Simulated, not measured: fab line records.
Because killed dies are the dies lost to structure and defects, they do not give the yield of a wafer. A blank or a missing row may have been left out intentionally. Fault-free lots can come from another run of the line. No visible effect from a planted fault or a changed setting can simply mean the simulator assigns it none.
Struck lot and sound lot, side by side :: flow sky130 :: 30 steps out of a route of 708
Sound: the wafers L531.1, L531.5, L531.6. Wafers L545.1, L545.2, L545.3 were the ones struck. The cause comes at the end.
For every step that has rows: the tool of each side, followed by ch and its chambers, followed by its first start. Under that, the readings that differ: sound wafers :: struck wafers :: difference of the means :: sigmas: that difference in standard deviations of wafers without a fault.
alike: readings with means less than 2 such deviations apart, plus words and numbers identical on both sides. not compared: withheld readings, readings lacking a value on some wafer, bounds such as >300 that could conceal the same value, and numbers that have no deviation in the record and whose values overlap.
A row with sigmas, a row that says differs or no value, or rows on one side alone: a step with any of these is where the two part. When numbers do not overlap yet have no deviation, they are printed without sigmas and do not part them. A reading missing from all wafers of one side parts the sides only when that side holds two or more wafers.

SKY_PWDE_STRIP_09: strips in O2/N2.
  sound on plasma_asher-04 ch 0,1, day 4 23:50; struck on plasma_asher-01 ch 0,1, day 8 05:44
  alike: drypump_motor_current_A, oes_product_au, strip_time_to_endpoint_s
  not compared: rf_hours_counter_h
SKY_PWDE_TW_MEAS_10:
  sound on film_metro-01 at day 4 23:56; struck on film_metro-04 at day 8 05:50
  alike: PWDE_TW
then, 7 steps without rows for these wafers: SKY_NWELL_DEHYDRATE_03 (time 60 s); SKY_NWELL_HMDS_04 (prime time 60 s); SKY_NWELL_COAT_05 (resist thk 3000 nm); SKY_NWELL_SOFTBAKE_06; SKY_NWELL_EXPOSE_07 (exposes mask NWM, target cd 840 nm); SKY_NWELL_PEB_08; SKY_NWELL_DEVELOP_09 (develop time 60 s).
SKY_NWELL_OVL_MEAS_10:
  sound on overlay-02 at day 5 18:11; struck on overlay-02 at day 9 02:20
  alike: NWELL_00_OVL
then, 2 steps without rows for these wafers: SKY_NWELL_IMPLANT_11; SKY_NWELL_IMPLANT_12.
SKY_NWELL_IMPLANT_13:
  sound on implanter-02 ch 0, day 5 18:32; struck on implanter-04 ch 0, day 9 02:41
reading: dose_ions_cm2
sound: 6.985e+11 6.991e+11 7e+11
struck: 9.859e+11 9.873e+11 9.872e+11
difference: +2.876e+11
sigmas: +99 or more

reading: faraday_current_uA
sound: 3.90 3.90 3.91
struck: 5.74 5.57 5.55
difference: +1.72
sigmas: +22
SKY_NWELL_STRIP_14: strips in O2/N2.
  sound on plasma_asher-04 ch 0,1, day 5 18:41; struck on plasma_asher-02 ch 0,1, day 9 02:50
  alike: drypump_motor_current_A, oes_product_au, strip_time_to_endpoint_s
  not compared: rf_hours_counter_h
SKY_NWELL_TW_MEAS_15:
  sound on film_metro-02 at day 5 18:47; struck on film_metro-04 at day 9 02:56
  alike: NWELL_TW
then, 7 steps without rows for these wafers: SKY_NWELL_DEHYDRATE_16 (time 60 s); SKY_NWELL_HMDS_17 (prime time 60 s); SKY_NWELL_COAT_18 (resist thk 3000 nm); SKY_NWELL_SOFTBAKE_19; SKY_NWELL_EXPOSE_20 (exposes mask NWM COMPLEMENT, target cd 840 nm); SKY_NWELL_PEB_21; SKY_NWELL_DEVELOP_22 (develop time 60 s).
SKY_NWELL_OVL_MEAS_23:
  sound on overlay-01 at day 6 13:34; struck on overlay-02 at day 10 00:34
  alike: NWELL_01_OVL
following that, these wafers have no rows for 1 step: SKY_NWELL_IMPLANT_24.
SKY_NWELL_STRIP_25: strips in O2/N2.
  sound on plasma_asher-04 ch 0,1, day 6 13:45; struck on plasma_asher-03 ch 0,1, day 10 00:45
  alike: drypump_motor_current_A, oes_product_au, strip_time_to_endpoint_s
  not compared: rf_hours_counter_h
SKY_NWELL_TW_MEAS_26:
  sound on film_metro-04 at day 6 13:51; struck on film_metro-04 at day 10 00:51
  alike: NWELL_2_TW
then, 1 step without rows for these wafers: SKY_NWELL_CLEAN_27 (cleans in SC1/SC2, time 150 s).
SKY_NWELL_RTA_28: time 30 s.
  sound on rtp_anneal-02 ch 0, day 6 13:58; struck on rtp_anneal-02 ch 0, day 10 00:58
  alike: lamp_power_pct, wafer_temp_C_max
SKY_NWELL_RS_MEAS_29: the measuring method here is four-point-probe.
  sound on film_metro-04 at day 6 14:10; struck on film_metro-01 at day 10 01:25
reading: NWELL_RS (ohm/sq)
sound: 627.2 625.1 625.4
struck: 620.0 617.6 618.4
difference: -7.2
sigmas: -5
  not compared: hold
-- the record jumps here: 41 days lie between the struck wafers' starts before and after (it left off in module NWELL and takes up again in module PAD_OPEN, whose first step shown is number 708 of the route) --
SKY_PAD_OPEN_PROBE_99:
  sound on prober-02 at day 47 00:22; struck on prober-01 at day 50 13:37
reading: killed_at_other
sound: 2 1 2
struck: 0 0 1
difference: -1
sigmas: -2

reading: model.etest.pfet_g5v0d10v5.r_on_ohm_um
sound: 4759 4743 4687
struck: 4965 4912 4948
difference: +212
sigmas: 

reading: model.etest.tip_p_5v.rs_ohm_sq
sound: 2847 2861 2842
struck: 2885 2898 2898
difference: +44
sigmas: 

reading: model.etest.pfet_g5v0d10v5.drive_ua_um
sound: 339 340.3 345.6
struck: 324.6 331.3 322
difference: -15.7
sigmas: 

reading: model.etest.pfet_01v8_lvt.drive_ua_um
sound: 176.2 173.1 175.1
struck: 163.4 163.4 164.5
difference: -11.0
sigmas: 

reading: model.etest.pfet_16v.drive_ua_um
sound: 247.1 244.9 247.2
struck: 236.8 239.8 241.2
difference: -7.1
sigmas: 

reading: model.etest.pfet_01v8_lvt.off_log10_a_um
sound: -8.944 -9.054 -8.774
struck: -10.18 -10.05 -9.839
difference: -1.10
sigmas: 

reading: model.etest.pfet_g5v0d10v5.off_log10_a_um
sound: -12.76 -12.64 -12.65
struck: -13.68 -13.28 -13.64
difference: -0.85
sigmas: 

reading: model.etest.ring_5v.delay_ps
sound: 45.06 44.99 44.21
struck: 46.16 45.38 45.9
difference: +1.06
sigmas: 
  alike: killed_at_M0_to_M3, killed_at_M4_up, killed_at_contacts, killed_at_front_end, killed_dies, killed_open, killed_short

## WHERE THEY PART
Earliest at SKY_NWELL_IMPLANT_13; latest, in this record, at SKY_PAD_OPEN_PROBE_99.

WHY: whatever the simulator had introduced
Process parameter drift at SKY_NWELL_IMPLANT_13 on implanter-04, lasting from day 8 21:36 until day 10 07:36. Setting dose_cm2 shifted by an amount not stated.
